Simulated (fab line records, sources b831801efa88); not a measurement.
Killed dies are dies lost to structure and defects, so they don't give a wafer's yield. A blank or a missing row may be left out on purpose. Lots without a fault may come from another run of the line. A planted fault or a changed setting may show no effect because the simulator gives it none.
A struck lot beside a sound one | flow gf180mcu | 35 steps out of a route of 602
Sound: wafers L394.3, L394.4, L394.6. Struck: wafers L402.2, L402.4, L402.6. The cause comes at the end.
At each step with rows: each side's tool, then ch and its chambers, then its first start. Under that, the readings that differ: sound wafers | struck wafers | difference of the means | sigmas: that difference in standard deviations of wafers without a fault.
alike: readings whose means differ by less than 2 such deviations, and words and numbers that are the same on both sides. not compared: withheld readings, readings that some wafer has no value for, bounds like >300 that may hide the same value, and numbers for which the record gives no deviation and whose values overlap.
The two part at a step that has a row with sigmas, a row that says differs or no value, or rows on one side only. Numbers that don't overlap but have no deviation are shown without sigmas and don't part them. A reading that every wafer of one side lacks parts them only if that side has two wafers or more.

GF_HV_LDD_STRIP_49: strips in O2/N2.
  sound on plasma_asher-01 ch 0,1, day 13 02:41; struck on plasma_asher-01 ch 0,1, day 15 18:37
  alike: drypump_motor_current_A, heater_power_w, oes_product_au, strip_time_to_endpoint_s
  not compared: rf_hours_counter_h
GF_HV_LDD_TW_MEAS_50:
  sound on film_metro-02, day 13 02:46; struck on film_metro-01, day 15 18:43
  reading     | sound       | struck      | difference | sigmas
  HV_LDD_4_TW | 584 582 584 | 564 563 565 | -19        | -3
then, 1 step without rows for these wafers: GF_HV_LDD_CLEAN_51 (cleans in SC1/SC2, time 150 s).
GF_HV_LDD_RTA_52: time 10 s.
  sound on rtp_anneal-02 ch 0, day 13 02:53; struck on rtp_anneal-01 ch 0, day 15 18:50
  reading            | sound          | struck         | difference | sigmas
  lamp_power_pct (%) | 31.3 31.3 31.3 | 33.1 33.2 33.2 | +1.9       | +2
  alike: wafer_temp_C_max
then, 1 step without rows for these wafers: GF_HV_LDD_CVD_54 (deposits SiO2 from TEOS, target thk 10 nm, time 75 s).
GF_HV_LDD_THK_MEAS_55:
  sound on film_metro-01, day 13 04:05; struck on film_metro-01, day 15 20:32
  alike: HV_LDD_CVD_54_THK
then, 1 step without rows for these wafers: GF_HV_LDD_CVD_56 (deposits Si3N4 from DCS/NH3, target thk 90 nm, time 1543 s).
GF_HV_LDD_THK_MEAS_57:
  sound on film_metro-02, day 13 05:35; struck on film_metro-01, day 15 22:03
  alike: HV_LDD_CVD_56_THK
GF_HV_LDD_ETCHBACK_58: etches Si3N4 in CH3F/O2, stops on SiO2, time 100 s, target depth 90 nm.
  sound on rie_diel-04 ch 1,2, day 13 05:39; struck on rie_diel-03 ch 0,1,3, day 15 22:06
  alike: bias_w, drypump_motor_current_A, oes_product_au, throttle_valve_pct
  not compared: rf_hours_counter_h
then, 2 steps without rows for these wafers: GF_NSD_DEHYDRATE_00 (time 60 s); GF_NSD_HMDS_01 (prime time 60 s).
GF_NSD_COAT_02: resist thk 1000 nm.
  sound on litho_track-02 ch 0, day 13 15:18; struck on litho_track-03, day 16 08:28
  no value came back on the struck wafers for chill_plate_temp_C (C), dispense_pressure_kPa (kPa), resist_line_temp_C (C); on the sound wafers chill_plate_temp_C (C) reads 22.93 22.99 23.03
then, 4 steps without rows for these wafers: GF_NSD_SOFTBAKE_03 (time 60 s); GF_NSD_EXPOSE_04 (exposes mask Nplus, target cd 400 nm); GF_NSD_PEB_05; GF_NSD_DEVELOP_06 (develop time 60 s).
GF_NSD_CD_MEAS_07: target cd 400 nm.
  sound on cd_sem-01, day 14 01:44; struck on cd_sem-02, day 16 20:01
  reading    | sound             | struck | difference                    | sigmas
  cd_nm (nm) | 404.6 400.6 404.0 | - - -  | no value on the struck wafers |
GF_NSD_OVL_MEAS_08:
  sound on overlay-02, day 14 01:50; struck on overlay-02, day 16 20:08
  reading      | sound          | struck | difference                    | sigmas
  NSD_OVL (nm) | -2.1 -2.1 -2.6 | - - -  | no value on the struck wafers |
then, 2 steps without rows for these wafers: GF_NSD_IMPLANT_09; GF_NSD_IMPLANT_10.
GF_NSD_STRIP_11: strips in O2/N2.
  sound on plasma_asher-03 ch 0,1, day 14 02:11; struck on plasma_asher-01 ch 0,1, day 16 20:28
  no value came back on the struck wafers for oes_product_au (a.u.), strip_time_to_endpoint_s (s); on the sound wafers oes_product_au (a.u.) reads 0.482 0.482 0.481
  reading                     | sound       | struck      | difference | sigmas
  drypump_motor_current_A (A) | 6.4 6.0 6.4 | 4.7 5.6 4.7 | -1.3       | -2
  alike: heater_power_w
  not compared: rf_hours_counter_h
GF_NSD_TW_MEAS_12:
  sound on film_metro-02, day 14 02:16; struck on film_metro-03, day 16 20:34
  alike: NSD_TW
then, 7 steps without rows for these wafers: GF_PSD_DEHYDRATE_00 (time 60 s); GF_PSD_HMDS_01 (prime time 60 s); GF_PSD_COAT_02 (resist thk 1000 nm); GF_PSD_SOFTBAKE_03 (time 60 s); GF_PSD_EXPOSE_04 (exposes mask Pplus, target cd 400 nm); GF_PSD_PEB_05; GF_PSD_DEVELOP_06 (develop time 60 s).
GF_PSD_CD_MEAS_07: target cd 400 nm.
  sound on cd_sem-01, day 14 23:10; struck on cd_sem-01, day 17 19:01
  alike: cd_nm
GF_PSD_OVL_MEAS_08:
  sound on overlay-01, day 14 23:16; struck on overlay-02, day 17 19:07
  alike: PSD_OVL
then, 1 step without rows for these wafers: GF_PSD_IMPLANT_09.
GF_PSD_STRIP_10: strips in O2/N2.
  sound on plasma_asher-01 ch 0,1, day 14 23:28; struck on plasma_asher-03 ch 0,1, day 17 19:18
  alike: drypump_motor_current_A, heater_power_w, oes_product_au, strip_time_to_endpoint_s
  not compared: rf_hours_counter_h
GF_PSD_TW_MEAS_11:
  sound on film_metro-03, day 14 23:34; struck on film_metro-04, day 17 19:25
  reading | sound          | struck         | difference | sigmas
  PSD_TW  | 3221 3228 3238 | 4197 4188 4210 | +969       | +23
then, 1 step without rows for these wafers: GF_PSD_CLEAN_12 (cleans in SC1/SC2, time 150 s).

WHERE THEY PART
First at GF_HV_LDD_TW_MEAS_50; last, within this record, at GF_PSD_TW_MEAS_11.

WHY: what the simulator had put in
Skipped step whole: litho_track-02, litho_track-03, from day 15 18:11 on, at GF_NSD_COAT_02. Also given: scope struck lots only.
